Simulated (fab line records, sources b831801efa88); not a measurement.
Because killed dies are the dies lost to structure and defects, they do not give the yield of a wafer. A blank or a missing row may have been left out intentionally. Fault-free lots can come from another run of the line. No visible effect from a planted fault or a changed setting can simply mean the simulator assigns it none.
What tool caused it? | flow sky130 | 12 lots, 36 wafers sampled, at 4 steps of a route of 708

WHAT EACH GAUGE READ, for each wafer
SKY_CAP2M_OVL_MEAS_12. Usual: CAP2M_OVL 0.1 nm, standard deviation 1.3.
lot  | measured     | on         | CAP2M_OVL (nm) | flag
L954 | day 40 08:40 | overlay-02 | -0.9 0.5 0.7   | 
L956 | day 41 05:57 | overlay-01 | 0.0 0.4 -0.3   | 
L958 | day 41 14:10 | overlay-01 | -0.3 -2.7 -0.5 | 
L961 | day 42 11:25 | overlay-01 | 1.3 2.3 1.4    | 
L962 | day 42 14:49 | overlay-02 | 1.9 -0.9 2.8   | 
L963 | day 43 02:04 | overlay-02 | 1.8 0.1 -1.2   | 
L964 | day 43 09:04 | overlay-02 | 0.6 0.1 0.6    | 
L965 | day 43 09:21 | overlay-01 | -1.7 0.0 0.8   | 
L966 | day 43 21:34 | overlay-01 | 0.5 0.1 -1.3   | 
L973 | day 46 04:10 | overlay-01 | 1.0 0.4 -1.0   | 
L971 | day 46 06:15 | overlay-01 | 2.5 0.2 0.9    | 
L976 | day 46 10:37 | overlay-01 | -0.5 0.1 -0.4  | 

TOOL THAT RAN EACH LOT (tool first, then ch and the chambers of the sampled wafers, then the start)
lot  | SKY_METAL3_DESCUM_15             | SKY_METAL4_SPUTTER_02       | SKY_CAP2M_SOFTBAKE_08
L954 | rieMetal-01 ch 0, day 38 05:01   | pvdSputter-01, day 39 08:20 | lithoTrack-03 ch 0, day 39 20:45
L956 | rieMetal-04 ch 0,1, day 39 02:10 | pvdSputter-02, day 40 05:59 | lithoTrack-01 ch 0, day 40 17:07
L958 | rieMetal-04 ch 0,1, day 39 10:11 | pvdSputter-02, day 40 13:38 | lithoTrack-01 ch 0, day 41 02:40
L961 | rieMetal-04 ch 0,1, day 40 07:41 | pvdSputter-01, day 41 10:32 | lithoTrack-04 ch 0, day 41 21:53
L962 | rieMetal-04 ch 0,1, day 40 12:02 | pvdSputter-02, day 41 14:56 | lithoTrack-03 ch 0, day 42 03:48
L963 | rieMetal-04 ch 0,1, day 41 00:20 | pvdSputter-02, day 42 02:52 | lithoTrack-03 ch 0, day 42 14:41
L964 | rieMetal-02 ch 0,1, day 41 07:50 | pvdSputter-03, day 42 09:46 | lithoTrack-01 ch 0, day 42 20:46
L965 | rieMetal-01 ch 0,1, day 41 08:55 | pvdSputter-01, day 42 10:37 | lithoTrack-01 ch 0, day 42 21:19
L966 | rieMetal-02 ch 0,1, day 41 23:19 | pvdSputter-01, day 43 00:19 | lithoTrack-01 ch 0, day 43 11:38
L973 | rieMetal-02 ch 1, day 44 07:46   | pvdSputter-03, day 45 07:52 | lithoTrack-01 ch 0, day 45 17:58
L971 | rieMetal-01 ch 0,1, day 44 09:07 | pvdSputter-01, day 45 09:31 | lithoTrack-01 ch 0, day 45 19:13
L976 | rieMetal-02 ch 1, day 44 13:01   | pvdSputter-01, day 45 14:05 | lithoTrack-04 ch 0, day 46 00:29
- SKY_METAL3_DESCUM_15: chemistry O2, time 8 s.
- SKY_METAL4_SPUTTER_02: material AlCu, target thk 735 nm, time 39.1 s.
- SKY_CAP2M_SOFTBAKE_08: time 60 s.

AS READ BY THE TOOLS THEMSELVES (means over the sampled wafers that have a number; for cases with no such wafer, the mark the record gives instead)
SKY_METAL3_DESCUM_15. Usual: drypumpMotorCurrentA 5.8 A, standard deviation 0.39; oesProductAu 1.007 a.u., standard deviation 0.011; tempC 40.01 C, standard deviation 0.1.
lot  | tool        | drypumpMotorCurrentA (A) | oesProductAu (a.u.) | tempC (C) | flag
L954 | rieMetal-01 | 6.3                      | 1.013               | 39.90     | 
L956 | rieMetal-04 | 5.8                      | 1.001               | 40.04     | 
L958 | rieMetal-04 | 5.8                      | 1.004               | 40.07     | 
L961 | rieMetal-04 | 5.8                      | 1.006               | 40.07     | 
L962 | rieMetal-04 | 5.8                      | 1.016               | 40.05     | 
L963 | rieMetal-04 | 5.8                      | 1.014               | 40.10     | 
L964 | rieMetal-02 | 5.6                      | 0.997               | 39.94     | 
L965 | rieMetal-01 | 5.9                      | 1.011               | 39.91     | 
L966 | rieMetal-02 | 5.6                      | 0.996               | 40.20     | 
L973 | rieMetal-02 | 5.7                      | 0.995               | 40.00     | 
L971 | rieMetal-01 | 5.9                      | 1.008               | 39.93     | 
L976 | rieMetal-02 | 5.7                      | 1.000               | 40.04     | 

SKY_METAL4_SPUTTER_02. Usual: throttleValvePct 30.0 %, standard deviation 1.3.
lot  | tool          | throttleValvePct (%) | flag
L954 | pvdSputter-01 | 31.5                 | 
L956 | pvdSputter-02 | 30.1                 | 
L958 | pvdSputter-02 | 30.1                 | 
L961 | pvdSputter-01 | 29.2                 | 
L962 | pvdSputter-02 | 29.6                 | 
L963 | pvdSputter-02 | 29.6                 | 
L964 | pvdSputter-03 | 28.7                 | 
L965 | pvdSputter-01 | 30.8                 | 
L966 | pvdSputter-01 | 29.6                 | 
L973 | pvdSputter-03 | 29.1                 | 
L971 | pvdSputter-01 | 30.5                 | 
L976 | pvdSputter-01 | 30.6                 | 

SKY_CAP2M_SOFTBAKE_08. Usual: heaterPowerTotalW 56.60 W, standard deviation 0.042; plateTempC 90.03 C, standard deviation 0.12; resistLineTempC 22.98 C, standard deviation 0.091.
lot  | tool          | heaterPowerTotalW (W) | plateTempC (C) | resistLineTempC (C) | flag
L954 | lithoTrack-03 | 56.63                 | 89.99          | 23.08               | 
L956 | lithoTrack-01 | 56.58                 | 90.01          | 23.05               | 
L958 | lithoTrack-01 | 56.62                 | 89.95          | 23.02               | 
L961 | lithoTrack-04 | 56.60                 | 90.10          | 23.05               | 
L962 | lithoTrack-03 | 56.59                 | 89.94          | 22.94               | 
L963 | lithoTrack-03 | 56.63                 | 90.17          | 22.95               | 
L964 | lithoTrack-01 | 56.62                 | 90.07          | 22.87               | 
L965 | lithoTrack-01 | 56.60                 | 90.01          | 23.00               | 
L966 | lithoTrack-01 | 56.60                 | 89.92          | 22.98               | 
L973 | lithoTrack-01 | 53.20                 | 86.17          | 22.94               | OFF
L971 | lithoTrack-01 | 53.19                 | 86.23          | 23.03               | OFF
L976 | lithoTrack-04 | 56.62                 | 90.00          | 23.01               | 

THE ANSWER, worked out from the rows above alone
Rule: a lot is off if the mean of its wafers that have a number lies more than 3 standard deviations from the usual mean. Also off: a lot with no number at a reading for which 4 or more lots have one. Any other lot the step has rows for is counted as sound. The gauges are gone through in route order, then the tools' own readings, and for those a lot's mean is taken as printed above. The first step at which some lot is off is used, and at that step the reading that is off furthest; a lot without a number counts as furthest.
Off: L973, L971, at SKY_CAP2M_SOFTBAKE_08 (heaterPowerTotalW).
A tool fits if, at that step or a process step before it, it ran every lot that is off, and no sound lot after the first of them. One fits: SKY_CAP2M_SOFTBAKE_08 on lithoTrack-01. A fault onset in the window from L966 (day 43 11:38, its last sound lot) to L973 (day 45 17:58, its first lot off) fits.
The tool's own readings at SKY_CAP2M_SOFTBAKE_08 bear it out: on the lots that are off they differ by more than 5 times the standard deviation of the sound lots' means. heaterPowerTotalW reads 53.20 W there against 56.61 W on the sound lots; plateTempC reads 86.20 C there against 90.02 C on the sound lots.

WHAT HAD BEEN PUT IN BY THE SIMULATOR
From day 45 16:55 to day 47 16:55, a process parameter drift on lithoTrack-01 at SKY_CAP2M_SOFTBAKE_08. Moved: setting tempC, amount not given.
Struck lots among those shown: L973, L971. The rule above found the same.
